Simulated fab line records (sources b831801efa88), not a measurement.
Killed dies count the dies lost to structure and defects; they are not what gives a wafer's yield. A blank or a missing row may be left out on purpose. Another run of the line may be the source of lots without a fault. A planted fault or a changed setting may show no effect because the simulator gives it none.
Comparing a struck lot with a sound one + flow sky130 + 17 out of 708 route steps
Sound: wafers L998.1, L998.2, L998.3. The struck wafers were L117.2, L117.3, L117.5. The cause is named last.
Order at every step that has rows: each side's tool, ch and its chambers, its first start. Under that, the readings that differ: sound wafers + struck wafers + difference of the means + sigmas: that difference in standard deviations of wafers without a fault.
alike: same words and numbers on both sides, and readings whose means sit less than 2 such deviations apart. not compared: any withheld reading, any reading some wafer has no value for, any bound like >300 that may hide the same value, and any number with overlapping values for which the record gives no deviation.
A row with sigmas, a row that says differs or no value, or rows on one side alone: a step with any of these is where the two part. Numbers that don't overlap but have no deviation are shown without sigmas and don't part them. A reading that every wafer of one side lacks parts them only if that side has two wafers or more.

SKY_LDD_HVP_STRIP_09: strips in O2/N2.
  sound on plasmaAsher-04 ch 0,1, day 23 01:22; struck on plasmaAsher-03 ch 0,1, day 29 13:55
  alike: drypumpMotorCurrentA, oesProductAu, stripTimeToEndpointS
  not compared: rfHoursCounterH
SKY_LDD_HVP_TW_MEAS_10:
  sound on filmMetro-04 at day 23 01:28; struck on filmMetro-03 at day 29 14:02
  alike: LDD_HVP_TW
then, 7 steps without rows for these wafers: SKY_LDD_LDN_DEHYDRATE_00 (time 60 s); SKY_LDD_LDN_HMDS_01 (prime time 60 s); SKY_LDD_LDN_COAT_02 (resist thk 1140 nm); SKY_LDD_LDN_SOFTBAKE_03 (time 60 s); SKY_LDD_LDN_EXPOSE_04 (exposes mask LDNTM, target cd 700 nm); SKY_LDD_LDN_PEB_05; SKY_LDD_LDN_DEVELOP_06 (develop time 60 s).
SKY_LDD_LDN_OVL_MEAS_07:
  sound on overlay-01 at day 24 06:26; struck on overlay-02 at day 30 17:56
| reading          | sound          | struck      | difference | sigmas |
|------------------|----------------|-------------|------------|--------|
| LDD_LDN_OVL (nm) | -2.0 -2.6 -1.9 | 1.3 2.0 0.2 | +3.3       | +2     |
then, 2 steps without rows for these wafers: SKY_LDD_LDN_IMPLANT_08; SKY_LDD_LDN_IMPLANT_09.
SKY_LDD_LDN_IMPLANT_10:
  struck on implanter-01, day 30 18:17; sound on implanter-01 ch 0, day 24 06:46
  no value came back on the struck wafers for beamEnergyKeV, beamOnS (s), endStationPressureTorr (Torr); on the sound wafers beamEnergyKeV reads 15.001 15.007 15.000
following that, these wafers have no rows for 1 step: SKY_LDD_LDN_IMPLANT_11.
SKY_LDD_LDN_STRIP_12: strips in O2/N2.
  sound on plasmaAsher-02 ch 0,1, day 24 07:04; struck on plasmaAsher-04 ch 0, day 30 18:34
| reading             | sound             | struck            | difference | sigmas |
|---------------------|-------------------|-------------------|------------|--------|
| oesProductAu (a.u.) | 0.714 0.705 0.702 | 0.718 0.720 0.721 | +0.013     | +3     |
  alike: drypumpMotorCurrentA, stripTimeToEndpointS
  not compared: rfHoursCounterH
SKY_LDD_LDN_TW_MEAS_13:
  sound on filmMetro-02 at day 24 07:10; struck on filmMetro-02 at day 30 18:40
| reading    | sound          | struck         | difference | sigmas |
|------------|----------------|----------------|------------|--------|
| LDD_LDN_TW | 1473 1471 1478 | 1360 1357 1353 | -117       | -13    |
then, 1 step without rows for these wafers: SKY_LDD_LDN_CLEAN_14 (cleans in SC1/SC2, time 150 s).

## WHERE THEY PART
First at SKY_LDD_LDN_OVL_MEAS_07; last, within this record, at SKY_LDD_LDN_TW_MEAS_13.

WHY: what had been put in by the simulator
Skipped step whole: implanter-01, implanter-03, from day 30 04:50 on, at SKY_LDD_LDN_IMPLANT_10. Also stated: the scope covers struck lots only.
